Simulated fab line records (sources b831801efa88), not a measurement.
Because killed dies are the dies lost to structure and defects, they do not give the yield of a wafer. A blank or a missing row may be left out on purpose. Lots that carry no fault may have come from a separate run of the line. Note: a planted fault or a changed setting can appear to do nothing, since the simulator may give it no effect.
A struck lot beside a sound one	flow sky130	15 steps out of a route of 708
Sound: these wafers, L865.1, L865.4, L865.6. Wafers struck: L859.1, L859.3, L859.4. The cause is given at the end.
For every step that has rows: the tool of each side, followed by ch and its chambers, followed by its first start. Under that, the readings that differ: sound wafers	struck wafers	difference of the means	sigmas: that difference in standard deviations of wafers without a fault.
alike: readings whose means differ by less than 2 such deviations, and words and numbers that are the same on both sides. not compared: withheld readings, readings that some wafer has no value for, bounds like >300 that may hide the same value, and numbers for which the record gives no deviation and whose values overlap.
Wherever a step has rows on one side only, a row that says differs or no value, or a row with sigmas, the two part there. Numbers that don't overlap but have no deviation are shown without sigmas and don't part them. A reading missing from all wafers of one side parts the sides only when that side holds two or more wafers.

first, 6 steps without rows for these wafers: SKY_GATE_OXIDE_HMDS_04 (prime time 60 s); SKY_GATE_OXIDE_COAT_05 (resist thk 1149 nm); SKY_GATE_OXIDE_SOFTBAKE_06 (time 60 s); SKY_GATE_OXIDE_EXPOSE_07 (exposes mask LVOM, target cd 600 nm); SKY_GATE_OXIDE_PEB_08; SKY_GATE_OXIDE_DEVELOP_09 (develop time 60 s).
SKY_GATE_OXIDE_OVL_MEAS_10:
  sound on overlay-02 at day 18 14:59; struck on overlay-01 at day 16 10:44
reading	sound	struck	difference	sigmas
GATE_OXIDE_OVL (nm)	1.6 0.5 0.3	-1.0 -2.3 -1.6	-2.4	-2
then, 2 steps without rows for these wafers: SKY_GATE_OXIDE_IMPLANT_11; SKY_GATE_OXIDE_WET_ETCH_12 (etches SiO2 in dHF, target depth 16.8 nm, time 336 s).
SKY_GATE_OXIDE_STRIP_13: strips in O2/N2.
  sound on plasma-asher-01 ch 0,1, day 18 15:17; struck on plasma-asher-01 ch 0,1, day 16 11:02
  alike: drypump-motor-current-A, oes-product-au, strip-time-to-endpoint-s
  not compared: rf-hours-counter-h
SKY_GATE_OXIDE_TW_MEAS_14:
  sound on film-metro-03 at day 18 15:23; struck on film-metro-03 at day 16 11:08
  alike: GATE_OXIDE_TW
then, 1 step without rows for these wafers: SKY_GATE_OXIDE_CLEAN_15 (cleans in SC1/SC2, time 150 s).
SKY_GATE_OXIDE_OXIDATION_16: stabilise 600 s, purge 300 s, target thk 3.57 nm.
  sound on furnace-02 ch 0, day 18 16:56; struck on furnace-01 ch 0, day 16 11:49
reading	sound	struck	difference	sigmas
ox-time-s (s)	1915 1915 1915	2298 2298 2298	+383	
zone-power-centre-pct (%)	16.2 15.7 15.8	12.5 12.4 12.3	-3.5	-2
  alike: tube_center_temp_C_max
then, 1 step without rows for these wafers: SKY_POLY_GATE_CVD_00 (deposits poly-Si, target thk 180 nm, time 720 s).
-- here the record skips 31 days between the struck wafers' starts before and after, leaving off in module POLY_GATE and picking up in module PAD_OPEN (first step shown: number 708 of the route) --
SKY_PAD_OPEN_PROBE_99:
  sound on prober-01 at day 49 02:43; struck on prober-01 at day 47 18:35
reading	sound	struck	difference	sigmas
model.etest.pfet_01v8.r-on-ohm-um	2909 2903 2853	2917 2929 2980	+54	
model.etest.nfet_01v8.r-on-ohm-um	817.1 821.5 816.8	888.8 911.3 914.9	+86.5	
model.etest.nfet_01v8_lvt.drive-ua-um	587.2 584.7 586.4	529 516.3 507.9	-68	
model.etest.nfet_01v8_swapped.drive-ua-um	517.4 510.4 509	459.9 444.9 444.6	-62.5	
model.etest.nfet_01v8_turned.drive-ua-um	519.2 511.6 516.1	456.1 446.5 445.1	-66.4	
model.etest.nfet_01v8.drive-ua-um	515.7 511.8 511.5	455.8 444.7 440.7	-65.9	
model.etest.sram-nfet-pass.drive-ua-um	497.3 487.4 484.2	448.5 434.2 430.9	-51.8	
model.etest.pfet_01v8.drive-ua-um	193.8 194.7 198.7	191.9 190.4 185.8	-6.4	
  alike: killed_at_M0_to_M3, killed_at_M4_up, killed-at-contacts, killed-at-front-end, killed-at-other, killed-dies, killed-open, killed-short

## WHERE THEY PART
Last at SKY_GATE_OXIDE_OXIDATION_16 as far as this record goes, first at SKY_GATE_OXIDE_OVL_MEAS_10. Later steps at which nothing parts them and some readings are alike: SKY_PAD_OPEN_PROBE_99.

WHY: the cause the simulator had injected
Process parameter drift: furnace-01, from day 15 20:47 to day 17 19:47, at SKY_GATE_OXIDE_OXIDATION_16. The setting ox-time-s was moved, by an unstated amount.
